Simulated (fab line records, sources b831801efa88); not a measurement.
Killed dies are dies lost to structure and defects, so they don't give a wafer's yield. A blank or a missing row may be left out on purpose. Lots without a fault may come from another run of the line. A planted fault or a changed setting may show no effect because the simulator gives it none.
fab line records | flow sky130 | part 1 of 2: steps 1 to 26 of 36
record lots=5 wafers=15 last_day=49
route steps=708 shown METAL2@498 VIA2@507 METAL3@532
lots that met no fault: from a run of the same line without faults
start_h: hours from the record's first day to the start of the lot's first wafer shown | wait_h: hours since the lot's step before | " the same as in the row above | L1.1+2: a row that stands for several wafers | - no value, or no start given | * or withheld: withheld | < > ~ a bound
route shown NAME@n: a module of which the file shows steps, and the number in the route of the first | usual: mean/standard deviation of fault-free wafers | same: alike in all rows | chamber/n: place in a boat | sites: the reading at each site | _std_site: their standard deviation | _edge_site: outer sites' mean less inner sites' | radius_mm: how far each site lies from the wafer's centre | mask NAME#n: copy n | behind: the tool/chamber that last shaped the wafer | hold: why the lot was held/for how many hours/how that ended | device: the transistor (n, p or np) that didn't switch | end of line: the same wafers' tests at the end of the route | a step without rows: its recipe alone | killed: dies lost to structure and defects at the first sort, not the wafer's yield | map: a wafer's dies, x killed, . not, _ none there
set.NAME: the setting as run; set.NAME@STEP: as run at that earlier step | model.NAME: the simulator's own value behind a step, which no gauge read
lots at some steps of the route; a table a step, a row a wafer
services: from which hour (start_h, from the record's first day; less than 0 if before it) a tool's chamber was out of use, for how many hours, and why
## steps
# step SKY_METAL2_CD_MEAS_15
# recipe target_cd_nm=140
# usual cd_nm=140.1/1.5
# columns lot.wafer tool chamber start_h wait_h cd_nm
L078.1 cd_sem-02 - 852.14 - 138.4
L078.4 " - " " 140.8
L078.5 " - " " 139.2
L083.1 cd_sem-01 - 891.84 - 140.7
L083.4 " - " " 141.3
L083.6 " - " " 141.5
L084.2 cd_sem-01 - 897.11 - 140.9
L084.3 " - " " 141.7
L084.5 " - " " 140.3
L087.1 cd_sem-01 - 920.85 - 141.0
L087.2 " - " " 138.4
L087.5 " - " " 139.8
L092.2 cd_sem-01 - 952.79 - 141.2
L092.5 " - " " 141.8
L092.6 " - " " 142.8
# step SKY_METAL2_OVL_MEAS_16
# usual METAL2_OVL=-3/5.6
# columns lot.wafer tool chamber start_h wait_h METAL2_OVL[nm]
L078.1 overlay-01 - 852.26 0.1 -13
L078.4 " - " " -15
L078.5 " - " " -6
L083.1 overlay-01 - 891.96 0.1 -9
L083.4 " - " " -5
L083.6 " - " " -3
L084.2 overlay-01 - 897.22 0.1 -5
L084.3 " - " " 0
L084.5 " - " " -6
L087.1 overlay-01 - 920.97 0.1 -6
L087.2 " - " " 4
L087.5 " - " " 0
L092.2 overlay-01 - 952.90 0.1 -5
L092.5 " - " " -5
L092.6 " - " " -4
# step SKY_METAL2_DESCUM_17
# recipe chemistry=O2 source_power_w=150 bias_power_w=0 pressure_mtorr=10 temp_c=40 time_s=8
# usual drypump_motor_current_A=5.7/0.46 oes_product_au=0.997/0.0081
# columns lot.wafer tool chamber start_h wait_h drypump_motor_current_A oes_product_au rf_hours_counter_h
L078.1 rie_metal-01 1 852.30 0.0 4.7 0.991 16
L078.4 " 1 " " 4.7 0.993 -
L078.5 " 1 " " 4.7 0.998 -
L083.1 rie_metal-02 0 892.00 0.0 5.4 1.000 10
L083.4 " 0 " " 5.4 1.010 -
L083.6 " 1 " " 5.6 0.990 -
L084.2 rie_metal-02 0 897.25 0.0 5.4 0.998 10
L084.3 " 1 " " 5.6 0.999 -
L084.5 " 0 " " 5.4 0.989 -
L087.1 rie_metal-01 1 921.00 0.0 4.7 0.997 1
L087.2 " 0 " " 6.2 0.973 10
L087.5 " 0 " " 6.2 0.982 -
L092.2 rie_metal-01 0 952.93 0.0 6.2 0.987 12
L092.5 " 0 " " 6.3 0.989 -
L092.6 " 1 " " 4.7 1.000 -
# step SKY_METAL2_ETCH_18
# recipe chemistry=N2/H2 target=BARC ion_energy_ev=200 bias_w=100 pressure_mtorr=30 n2_flow_sccm=100 h2_flow_sccm=200 icp_w=500 stop_on=SiO2 time_s=45.9 target_depth_a=600
# usual bias_w=100.0/0.33 drypump_motor_current_A=5.7/0.46 oes_product_au=0.855/0.0052 throttle_valve_pct=13.225/0.0083
# columns lot.wafer tool chamber start_h wait_h bias_w drypump_motor_current_A oes_product_au rf_hours_counter_h throttle_valve_pct
L078.1 rie_metal-01 1 852.33 0.0 99.3 4.7 0.849 16 13.228
L078.4 " 1 " " 99.9 4.7 0.848 - 13.230
L078.5 " 1 " " 100.0 4.7 0.859 - 13.233
L083.1 rie_metal-02 0 892.03 0.0 100.0 5.5 0.856 10 13.237
L083.4 " 0 " " 99.6 5.4 0.856 - 13.218
L083.6 " 1 " " 100.3 5.7 0.847 - 13.218
L084.2 rie_metal-02 0 897.28 0.0 100.3 5.4 0.856 10 13.218
L084.3 " 1 " " 100.3 5.7 0.864 - 13.217
L084.5 " 0 " " 100.2 5.4 0.859 - 13.238
L087.1 rie_metal-01 1 921.03 0.0 99.8 4.7 0.848 1 13.214
L087.2 " 0 " " 100.0 6.2 0.855 10 13.229
L087.5 " 0 " " 99.8 6.3 0.850 - 13.228
L092.2 rie_metal-01 0 952.96 0.0 100.0 6.2 0.855 12 13.223
L092.5 " 0 " " 99.3 6.3 0.855 - 13.219
L092.6 " 1 " " 100.1 4.7 0.856 - 13.231
# step SKY_METAL2_METAL_ETCH_19
# recipe target_depth_a=3600 stop_on=SiO2 over_etch_frac=0.3 time_s=78 chemistry=Cl2/BCl3 resist_sidewall_deg=88 pressure_mtorr=10 icp_w=900 bias_w=48.5 Cl2_flow_sccm=60 bcl3_flow_sccm=30
# usual bias_w=48.51/0.16 drypump_motor_current_A=5.7/0.47 oes_product_au=0.855/0.0051 throttle_valve_pct=22.262/0.0086
# columns lot.wafer tool chamber start_h wait_h bias_w drypump_motor_current_A oes_product_au rf_hours_counter_h throttle_valve_pct
L078.1 rie_metal-01 1 852.39 0.0 48.51 4.7 0.858 16 22.265
L078.4 " 1 " " 48.51 4.7 0.854 - 22.259
L078.5 " 1 " " 48.46 4.7 0.854 - 22.262
L083.1 rie_metal-02 0 892.10 0.0 48.63 5.4 0.852 10 22.263
L083.4 " 0 " " 48.76 5.4 0.858 - 22.255
L083.6 " 1 " " 48.44 5.6 0.858 - 22.258
L084.2 rie_metal-02 0 897.34 0.0 48.55 5.4 0.849 10 22.251
L084.3 " 1 " " 48.61 5.7 0.851 - 22.269
L084.5 " 0 " " 48.42 5.4 0.860 - 22.262
L087.1 rie_metal-01 1 921.10 0.0 48.23 4.7 0.853 1 22.263
L087.2 " 0 " " 48.44 6.3 0.851 10 22.270
L087.5 " 0 " " 48.40 6.3 0.854 - 22.269
L092.2 rie_metal-01 0 953.02 0.0 48.50 6.2 0.856 12 22.262
L092.5 " 0 " " 48.56 6.2 0.851 - 22.276
L092.6 " 1 " " 48.33 4.7 0.850 - 22.256
# step SKY_METAL2_STRIP_20
# recipe chemistry=O2/N2 power_w=1400 pressure_mtorr=1500 platen_temp_c=withheld o2_flow_sccm=3000 n2_flow_sccm=300 overash_fraction=0.5
# usual drypump_motor_current_A=5.7/0.53 oes_product_au=0.344/0.0046 strip_time_to_endpoint_s=2.72/0.033
# columns lot.wafer tool chamber start_h wait_h drypump_motor_current_A oes_product_au rf_hours_counter_h strip_time_to_endpoint_s
L078.1 plasma_asher-01 1 852.48 0.1 6.1 0.350 107 2.75
L078.4 " 0 " " 6.6 0.354 - 2.75
L078.5 " 0 " " 6.6 0.346 - 2.77
L083.1 plasma_asher-04 1 892.19 0.1 5.8 0.339 80 2.70
L083.4 " 1 " " 5.8 0.334 - 2.69
L083.6 " 1 " " 5.8 0.341 - 2.66
L084.2 plasma_asher-03 0 897.43 0.1 4.9 0.341 13 2.73
L084.3 " 1 " " 5.7 0.345 - 2.74
L084.5 " 1 " " 5.7 0.351 - 2.74
L087.1 plasma_asher-01 0 921.19 0.1 6.5 0.341 114 2.66
L087.2 " 1 " " 6.1 0.336 114 2.71
L087.5 " 1 " " 6.1 0.347 - 2.72
L092.2 plasma_asher-03 0 953.11 0.1 4.9 0.347 19 2.78
L092.5 " 0 " " 4.9 0.343 - 2.77
L092.6 " 1 " " 5.7 0.345 - 2.70
# step SKY_METAL2_STRIP_21
# recipe chemistry=post_etch_residue_remover time_s=1200 temp_c=72.5
# columns lot.wafer tool chamber start_h wait_h
L078.1+4+5 wet_bench-03 0 852.58 0.1
L083.1+4+6 wet_bench-03 3 892.29 0.1
L084.2+3+5 wet_bench-02 2 897.53 0.1
L087.1+2+5 wet_bench-03 2 921.29 0.1
L092.2+5+6 wet_bench-03 1 953.21 0.1
# step SKY_METAL2_CLEAN_22
# recipe chemistry=IPA time_s=180 temp_c=25
# columns lot.wafer tool chamber start_h wait_h
L078.1+4+5 wet_bench-01 1 852.92 0.0
L083.1+4+6 wet_bench-02 2 892.63 0.0
L084.2+3+5 wet_bench-03 1 897.87 0.0
L087.1+2+5 wet_bench-01 1 921.66 0.0
L092.2+5+6 wet_bench-01 2 953.56 0.0
# step SKY_METAL2_CLEAN_23
# recipe chemistry=O3/DIW dry=n2_spin
# columns lot.wafer tool chamber start_h wait_h
L078.1+4+5 wet_bench-02 2 852.99 0.0
L083.1+4+6 wet_bench-01 0 892.69 0.0
L084.2+3+5 wet_bench-01 3 897.93 0.0
L087.1+2+5 wet_bench-03 1 921.72 0.0
L092.2+5+6 wet_bench-02 2 953.62 0.0
# step SKY_VIA2_HDPCVD_00
# recipe material=SiO2 target_thk_nm=1180 sigma_open_frac=0.3 time_s=196.7 temp_c=400 sih4_flow_sccm=60 pressure_mtorr=6
# usual pressure_mtorr=5.999/0.011
# columns lot.wafer tool chamber start_h wait_h pressure_mtorr
L078.1 hdpcvd-01 0 853.08 0.0 5.988
L078.4 " 2 " " 5.991
L078.5 " 1 " " 6.009
L083.1 hdpcvd-02 1 892.78 0.0 5.987
L083.4 " 1 " " 5.989
L083.6 " 2 " " 5.994
L084.2 hdpcvd-02 0 898.02 0.0 5.996
L084.3 " 2 " " 6.005
L084.5 " 2 " " 5.985
L087.1 hdpcvd-01 1 921.82 0.0 5.983
L087.2 " 2 " " 5.999
L087.5 " 1 " " 5.989
L092.2 hdpcvd-02 0 953.71 0.0 6.000
L092.5 " 0 " " 5.983
L092.6 " 1 " " 6.015
# step SKY_VIA2_THK_MEAS_01
# recipe reads=SiO2_of_VIA2_HDPCVD_00
# usual VIA2_HDPCVD_THK=1178/12
# columns lot.wafer tool chamber start_h wait_h VIA2_HDPCVD_THK[nm]
L078.1 film_metro-04 - 853.21 0.1 1180
L078.4 " - " " 1196
L078.5 " - " " 1207
L083.1 film_metro-04 - 892.90 0.1 1195
L083.4 " - " " 1175
L083.6 " - " " 1192
L084.2 film_metro-04 - 898.16 0.1 1173
L084.3 " - " " 1167
L084.5 " - " " 1171
L087.1 film_metro-03 - 921.94 0.1 1190
L087.2 " - " " 1174
L087.5 " - " " 1171
L092.2 film_metro-02 - 953.85 0.1 1169
L092.5 " - " " 1171
L092.6 " - " " 1168
# step SKY_VIA2_CMP_02
# recipe material=SiO2 down_force_psi=4 platen_rpm=60 pad_velocity_m_s=0.94248
# usual head_pressure_psi=4.001/0.0086 motor_current_A=12.5/0.98 slurry_filter_dp_kPa=13.51/0.13
# columns lot.wafer tool chamber start_h wait_h head_pressure_psi motor_current_A slurry_filter_dp_kPa
L078.4 cmp-01 2 853.37 0.1 3.996 13.4 13.25
L078.1 " 3 " " 4.006 12.4 13.50
L078.5 " 1 " " 4.009 13.2 13.36
L083.4 cmp-01 3 893.01 0.1 4.002 13.2 13.57
L083.1 " 1 " " 4.005 13.9 13.58
L083.6 " 3 " " 3.989 12.5 13.61
L084.3 cmp-01 1 898.31 0.1 3.990 14.0 13.37
L084.2 " 2 " " 4.007 13.1 13.64
L084.5 " 3 " " 4.010 13.0 13.74
L087.1 cmp-01 2 922.00 0.1 3.991 13.5 13.42
L087.2 " 1 " " 3.995 13.0 13.46
L087.5 " 3 " " 3.992 13.3 13.49
L092.2 cmp-01 0 954.05 0.2 3.994 13.1 13.46
L092.5 " 1 " " 4.012 13.4 13.55
L092.6 " 2 " " 3.995 12.7 13.24
# step SKY_VIA2_BOW_MEAS_03
# recipe mode=bow
# usual VIA2_BOW=86/7.7
# columns lot.wafer tool chamber start_h wait_h VIA2_BOW[um]
L078.1 film_metro-03 - 853.57 0.1 89
L078.4 " - " " 84
L078.5 " - " " 74
L083.1 film_metro-03 - 893.26 0.1 75
L083.4 " - " " 88
L083.6 " - " " 77
L084.2 film_metro-03 - 898.53 0.1 94
L084.3 " - " " 82
L084.5 " - " " 108
L087.1 film_metro-03 - 922.30 0.2 94
L087.2 " - " " 77
L087.5 " - " " 97
L092.2 film_metro-02 - 954.22 0.1 97
L092.5 " - " " 94
L092.6 " - " " 82
# step SKY_VIA2_DEHYDRATE_04
# recipe temp_c=200 time_s=60
# columns lot.wafer tool chamber start_h wait_h
L078.1+4+5 litho_track-02 0 865.87 12.3
L083.1+4+6 litho_track-02 0 905.37 12.1
L084.2+3+5 litho_track-03 0 910.37 11.8
L087.1+2+5 litho_track-03 0 934.34 12.0
L092.2+5+6 litho_track-03 0 965.32 11.1
# step SKY_VIA2_HMDS_05
# recipe prime_time_s=60 prime_temp_c=120
# same prime_time_s=60
# columns lot.wafer tool chamber start_h wait_h
L078.1+4+5 litho_track-02 0 866.02 0.1
L083.1+4+6 litho_track-02 0 905.52 0.1
L084.2+3+5 litho_track-03 0 910.52 0.1
L087.1+2+5 litho_track-03 0 934.49 0.1
L092.2+5+6 litho_track-03 0 965.47 0.1
# step SKY_VIA2_COAT_06
# recipe resist=BARC temp_c=withheld time_s=withheld spin_rpm=3000 resist_thk_nm=60
# columns lot.wafer tool chamber start_h wait_h
L078.1+4+5 litho_track-02 0 866.17 0.1
L083.1+4+6 litho_track-02 0 905.67 0.1
L084.2+3+5 litho_track-03 0 910.67 0.1
L087.1+2+5 litho_track-03 0 934.64 0.1
L092.2+5+6 litho_track-03 0 965.62 0.1
# step SKY_VIA2_COAT_07
# recipe resist=KrF-thick spin_rpm=3000 resist_thk_nm=450
# columns lot.wafer tool chamber start_h wait_h
L078.1+4+5 litho_track-02 0 - -
L083.1+4+6 litho_track-02 0 - -
L084.2+3+5 litho_track-03 0 - -
L087.1+2+5 litho_track-03 0 - -
L092.2+5+6 litho_track-03 0 - -
# step SKY_VIA2_SOFTBAKE_08
# recipe temp_c=100 time_s=90 resist=KrF-thick
# columns lot.wafer tool chamber start_h wait_h
L078.1+4+5 litho_track-02 0 - -
L083.1+4+6 litho_track-02 0 - -
L084.2+3+5 litho_track-03 0 - -
L087.1+2+5 litho_track-03 0 - -
L092.2+5+6 litho_track-03 0 - -
# step SKY_VIA2_EXPOSE_09
# recipe mask_id=VIM2 na=0.8 source_shape=annular sigma_inner=0.55 sigma_outer=0.85 target_cd_nm=200 dose_mj=38
# usual exposure_dose_mJ_cm2=37.92/0.033
# same sigma_inner=0.55
# columns lot.wafer tool chamber start_h wait_h mask exposure_dose_mJ_cm2
L078.1 krf_scanner-01 0 - - VIM2#0 37.95
L078.4 " 0 " " VIM2#0 37.90
L078.5 " 0 " " VIM2#0 37.96
L083.1 krf_scanner-01 0 - - VIM2#0 37.92
L083.4 " 0 " " VIM2#0 37.93
L083.6 " 0 " " VIM2#0 37.94
L084.2 krf_scanner-01 0 - - VIM2#0 37.90
L084.3 " 0 " " VIM2#0 37.89
L084.5 " 0 " " VIM2#0 37.92
L087.1 krf_scanner-01 0 - - VIM2#0 37.94
L087.2 " 0 " " VIM2#0 37.94
L087.5 " 0 " " VIM2#0 37.96
L092.2 krf_scanner-02 0 - - VIM2#0 37.92
L092.5 " 0 " " VIM2#0 37.97
L092.6 " 0 " " VIM2#0 37.94
# step SKY_VIA2_PEB_10
# recipe peb_temp_c=withheld peb_time_s=withheld resist=KrF-thick
# columns lot.wafer tool chamber start_h wait_h
L078.1+4+5 litho_track-03 0 - -
L083.1+4+6 litho_track-02 0 - -
L084.2+3+5 litho_track-03 0 - -
L087.1+2+5 litho_track-03 0 - -
L092.2+5+6 litho_track-03 0 - -
# step SKY_VIA2_DEVELOP_11
# recipe develop_time_s=60 resist=KrF-thick dev_temp_c=21
# usual developer_temp_C=21.00/0.11
# columns lot.wafer tool chamber start_h wait_h developer_temp_C
L078.1 litho_track-03 0 - - 20.87
L078.4 " 0 " " 20.79
L078.5 " 0 " " 20.84
L083.1 litho_track-02 0 - - 20.96
L083.4 " 0 " " 21.08
L083.6 " 0 " " 20.98
L084.2 litho_track-03 0 - - 21.02
L084.3 " 0 " " 21.10
L084.5 " 0 " " 21.09
L087.1 litho_track-03 0 - - 21.15
L087.2 " 0 " " 21.12
L087.5 " 0 " " 20.88
L092.2 litho_track-03 0 - - 21.05
L092.5 " 0 " " 21.10
L092.6 " 0 " " 21.08
# step SKY_VIA2_CD_MEAS_12
# recipe target_cd_nm=200
# usual cd_nm=200.1/1.4
# columns lot.wafer tool chamber start_h wait_h cd_nm
L078.1 cd_sem-01 - 879.34 - 202.7
L078.4 " - " " 201.9
L078.5 " - " " 201.1
L083.1 cd_sem-02 - 918.12 - 200.9
L083.4 " - " " 199.4
L083.6 " - " " 200.0
L084.2 cd_sem-01 - 923.21 - 198.4
L084.3 " - " " 198.4
L084.5 " - " " 198.7
L087.1 cd_sem-02 - 947.14 - 199.0
L087.2 " - " " 200.7
L087.5 " - " " 199.6
L092.2 cd_sem-02 - 977.96 - 199.6
L092.5 " - " " 200.1
L092.6 " - " " 199.9
# step SKY_VIA2_OVL_MEAS_13
# usual VIA2_OVL=-2/5
# columns lot.wafer tool chamber start_h wait_h VIA2_OVL[nm]
L078.1 overlay-01 - 879.46 0.1 -1
L078.4 " - " " -4
L078.5 " - " " 4
L083.1 overlay-02 - 918.24 0.1 -9
L083.4 " - " " -11
L083.6 " - " " -6
L084.2 overlay-02 - 923.32 0.1 -3
L084.3 " - " " -10
L084.5 " - " " -5
L087.1 overlay-02 - 947.26 0.1 -8
L087.2 " - " " -13
L087.5 " - " " 0
L092.2 overlay-01 - 978.07 0.1 -2
L092.5 " - " " -5
L092.6 " - " " -1
# step SKY_VIA2_ETCH_14
# recipe chemistry=N2/H2 target=BARC ion_energy_ev=200 source_w=500 bias_w=100 pressure_mtorr=30 n2_flow_sccm=100 h2_flow_sccm=200 stop_on=SiO2 time_s=45.9 target_depth_a=600
# usual bias_w=100.00/0.26 drypump_motor_current_A=5.9/0.37 oes_product_au=0.855/0.0049 throttle_valve_pct=13.224/0.0084
# columns lot.wafer tool chamber start_h wait_h bias_w drypump_motor_current_A oes_product_au rf_hours_counter_h throttle_valve_pct
L078.1 rie_diel-02 0 879.50 0.0 99.64 6.1 0.857 3 13.238
L078.4 " 0 " " 100.30 6.1 0.858 - 13.234
L078.5 " 2 " " 100.30 6.1 0.854 - 13.218
L083.1 rie_diel-02 0 918.28 0.0 100.72 6.1 0.854 5 13.241
L083.4 " 2 " " 100.17 6.1 0.857 15 13.230
L083.6 " 3 " " 99.62 5.6 0.859 - 13.233
L084.2 rie_diel-04 0 923.35 0.0 99.61 6.2 0.850 11 13.231
L084.3 " 1 " " 99.73 6.0 0.859 16 13.239
L084.5 " 0 " " 100.12 6.2 0.863 - 13.224
L087.1 rie_diel-04 3 947.30 0.0 100.20 6.8 0.858 20 13.234
L087.2 " 0 " " 100.10 6.3 0.857 12 13.226
L087.5 " 3 " " 99.89 6.8 0.854 - 13.234
L092.2 rie_diel-03 0 978.10 0.0 100.10 6.1 0.868 11 13.215
L092.5 " 3 " " 99.47 5.6 0.861 - 13.240
L092.6 " 0 " " 100.08 6.0 0.850 - 13.236
# step SKY_VIA2_ETCH_15
# recipe target=SiO2 chemistry=C4F8/O2/Ar target_depth_nm=546 stop_on=TiN mask_material=KrF-thick source_w=1500 bias_w=1200 pressure_mtorr=40 c4f8_flow_sccm=withheld O2_flow_sccm=6 Ar_flow_sccm=300 time_s=84
# usual bias_w=1200/3.5 oes_product_au=0.939/0.0046
# columns lot.wafer tool chamber start_h wait_h bias_w oes_product_au rf_hours_counter_h
L078.1 rie_diel-02 0 879.54 0.0 1201 0.942 3
L078.4 " 0 " " 1201 0.934 -
L078.5 " 2 " " 1196 0.935 -
L083.1 rie_diel-02 0 918.32 0.0 1209 0.939 5
L083.4 " 2 " " 1203 0.940 15
L083.6 " 3 " " 1197 0.936 -
L084.2 rie_diel-04 0 923.39 0.0 1198 0.941 11
L084.3 " 1 " " 1200 0.938 16
L084.5 " 0 " " 1198 0.938 -
L087.1 rie_diel-04 3 947.34 0.0 1196 0.936 21
L087.2 " 0 " " 1203 0.940 12
L087.5 " 3 " " 1198 0.933 -
L092.2 rie_diel-03 0 978.14 0.0 1204 0.936 11
L092.5 " 3 " " 1199 0.940 -
L092.6 " 0 " " 1199 0.942 -
# step SKY_VIA2_STRIP_16
# recipe chemistry=O2/N2 power_w=1400 pressure_mtorr=1500 platen_temp_c=withheld o2_flow_sccm=3000 n2_flow_sccm=300 overash_fraction=0.5
# usual drypump_motor_current_A=6.0/0.35 oes_product_au=0.398/0.0046 strip_time_to_endpoint_s=4.061/0.025
# columns lot.wafer tool chamber start_h wait_h drypump_motor_current_A oes_product_au rf_hours_counter_h strip_time_to_endpoint_s
L078.1 plasma_asher-04 1 879.60 0.0 5.8 0.391 78 4.010
L078.4 " 0 " " 5.4 0.395 - 4.018
L078.5 " 0 " " 5.4 0.402 - 4.047
L083.1 plasma_asher-01 0 918.38 0.0 6.6 0.403 114 4.069
L083.4 " 0 " " 6.6 0.398 - 4.059
L083.6 " 1 " " 6.1 0.397 - 4.024
L084.2 plasma_asher-01 0 923.45 0.0 6.6 0.395 115 4.049
L084.3 " 1 " " 6.1 0.396 - 4.064
L084.5 " 1 " " 6.1 0.397 - 4.052
L087.1 plasma_asher-02 0 947.40 0.0 6.1 0.397 49 4.053
L087.2 " 1 " " 5.8 0.396 49 4.066
L087.5 " 0 " " 6.1 0.401 - 4.061
L092.2 plasma_asher-02 1 978.20 0.0 5.7 0.398 52 4.018
L092.5 " 0 " " 6.1 0.396 - 4.047
L092.6 " 1 " " 5.8 0.395 - 4.007
